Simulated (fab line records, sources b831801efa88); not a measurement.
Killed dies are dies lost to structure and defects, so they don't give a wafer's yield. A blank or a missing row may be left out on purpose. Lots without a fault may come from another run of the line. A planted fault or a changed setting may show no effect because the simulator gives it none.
Chamber matching | flow gf180mcu | GF_SAB_CVD_00 on pecvd-02: 3 sister chambers
The step deposits SiO2 from TEOS, target thk 50 nm, time 4.9302 s. 3 wafers are shown with their chamber, then 8 later ones without.

WAFERS WITH THEIR CHAMBER
wafer  | chamber | heater_power_w (W)
L767.2 | 0       | 624
L782.1 | 1       | 547
L783.1 | 2       | 701

WAFERS WITHOUT THEIR CHAMBER
wafer  | heater_power_w (W)
L783.4 | 693
L783.6 | 610
L784.2 | 582
L784.3 | 637
L784.6 | 594
L787.2 | 656
L787.3 | 602
L787.4 | 608

WHICH CHAMBER EACH WENT THROUGH
wafer  | from the rows above     | in truth
L783.4 | 2                       | 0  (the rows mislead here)
L783.6 | 0                       | 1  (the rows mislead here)
L784.2 | can't be placed: 1 or 0 | 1
L784.3 | 0                       | 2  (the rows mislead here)
L784.6 | can't be placed: 0 or 1 | 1
L787.2 | can't be placed: 0 or 2 | 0
L787.3 | can't be placed: 0 or 1 | 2
L787.4 | can't be placed: 0 or 1 | 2
Placed correctly: 0 of 8. Can't be placed from these rows: 5 (the true chamber is among the candidates in 3). Placed wrongly: 3.
How it was worked out, from the rows above alone: a wafer's distance from a chamber is the root of the sum, over the readings, of the square of ((its reading less the chamber's mean) divided by the reading's scatter). The wafer belongs to the nearest chamber; if the next one is less than 2 further off, it can't be placed. A chamber's mean is the mean of its shown wafers. The scatter: with one shown wafer a chamber, the root of the mean of the squares of how far each hidden wafer lies from its nearest shown one.
